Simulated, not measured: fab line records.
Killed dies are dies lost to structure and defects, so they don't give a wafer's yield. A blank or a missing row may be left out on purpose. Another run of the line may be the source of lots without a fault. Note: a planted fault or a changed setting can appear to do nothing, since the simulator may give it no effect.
Split-lot study -- flow gf180mcu -- on a route of 602 steps: 5 lots, 23 wafers read

## THE SPLIT
At GF_HV_LDD_COAT_14 (resist thk 1000 nm), the setting resist_thk_nm was moved away from the recipe's 1000 nm on 10 of the 23 wafers read, by -4.6% to +2.9%. The other wafers ran this setting at the recipe's value.

The split's own step is where the reading is taken.

## THE READING
NOVOLAK_of_HV_LDD_COAT_14.thk_nm (the simulator's own value, which no gauge read), in nm, at GF_HV_LDD_COAT_14 (resist thk 1000 nm). The file gives no usual value for it. Here, 13 wafers ran the recipe; their average is 1001.1 nm with a standard deviation of 2.9 nm.

wafer,"tool, chamber at the split","resist_thk_nm as run, nm",against the recipe,"NOVOLAK_of_HV_LDD_COAT_14.thk_nm, nm",against lot-mates on the recipe
L079.1,"litho_track-04, 0",954,-4.6%,956.3,-46.4
L079.3,"litho_track-04, 0",954,-4.6%,956.9,-45.8
L079.4,"litho_track-04, 0",1000,recipe,1001,-
L079.6,"litho_track-04, 0",1000,recipe,1001,-
L079.5,"litho_track-04, 0",1000,recipe,1006,-
L081.1,"litho_track-03, 0",1000,recipe,1005,-
L081.5,"litho_track-03, 0",1000,recipe,1005,-
L081.2,"litho_track-03, 0",1029,+2.9%,1032,+28.3
L081.3,"litho_track-03, 0",1029,+2.9%,1029,+25.3
L081.6,"litho_track-03, 0",1000,recipe,1001,-
L080.1,"litho_track-04, 0",954.7,-4.5%,955.1,-47.4
L080.2,"litho_track-04, 0",954.7,-4.5%,958.3,-44.2
L080.3,"litho_track-04, 0",954.7,-4.5%,957.5,-45.0
L080.4,"litho_track-04, 0",1000,recipe,1003,-
L080.5,"litho_track-04, 0",1000,recipe,1002,-
L082.1,"litho_track-02, 0",969,-3.1%,963.1,-34.3
L082.2,"litho_track-02, 0",1000,recipe,997.3,-
L082.3,"litho_track-02, 0",969,-3.1%,963.4,-34.0
L082.4,"litho_track-02, 0",1000,recipe,997.5,-
L082.5,"litho_track-02, 0",969,-3.1%,967.5,-29.9
L085.3,"litho_track-02, 0",1000,recipe,999.1,-
L085.4,"litho_track-02, 0",1000,recipe,999,-
L085.6,"litho_track-02, 0",1000,recipe,997.7,-

FIT RESULTS
A straight line over all 23 wafers: NOVOLAK_of_HV_LDD_COAT_14.thk_nm changes by +10.1 nm for each +1% of resist_thk_nm; r = +0.99; the points scatter about the line by 3.2 nm.
The same after taking each lot's own level away (the mean of its wafers on the recipe; 23 wafers): +9.96 nm for each +1%; r = +1.00; scatter 1.8 nm.
The reading moves by 46 nm for the largest change in resist_thk_nm, on that fit.
The span of the lots' own levels, 997.40 to 1003.67 nm, comes to 2.2 times the standard deviation stated above.
The two slopes agree, so the slope changes little with the lot-to-lot level.
Check: for one of the wafers moved furthest among these (-4.6%), held out of the fit, the line's prediction against its lot-mates is -46.3 nm. Against them it came out at -46.4 nm.

## THESE WAFERS: OTHER SPLITS
Other splits were also applied to these wafers ahead of the reading. Each is held against what the fit with the lots' levels taken away leaves over:
other split on the same wafers,wafers away from the commonest value,r with NOVOLAK_of_HV_LDD_COAT_14.thk_nm (lot level and that fit taken away)
GF_STI_CVD_03 temp_c,15,-0.23
GF_STI_DEVELOP_11 develop_time_s,11,+0.08
GF_DNWELL_COAT_02 resist_thk_nm,7,+0.02
GF_NWELL_IMPLANT_09 energy_kev,5,-0.27
GF_LVPWELL_IMPLANT_08 energy_kev,7,-0.03
GF_MVSD_SOFTBAKE_03 temp_c,8,+0.05
GF_MVSD_IMPLANT_08 dose_cm2,6,+0.09
GF_VT_IMPLANT_IMPLANT_08 energy_kev,7,-0.21
GF_HV_LDD_DEVELOP_06 develop_time_s,10,+0.20

## THE WHOLE CHAIN: every reading that the file lists as answering this split, in the file's order
step,what it does,reading,change (the file's fit),r (the file's)
GF_HV_LDD_COAT_14,resist thk 1000 nm,"NOVOLAK_of_HV_LDD_COAT_14.thk_nm (the simulator's own value, which no gauge read)",+10 nm for each +1% of the setting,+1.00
GF_HV_LDD_STRIP_22,strips in O2/N2,strip_time_to_endpoint_s,withheld for each +1% of the setting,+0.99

## THE FILE'S OWN FIT
NOVOLAK_of_HV_LDD_COAT_14.thk_nm changes by +10 nm for each +1% of resist_thk_nm, r = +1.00.
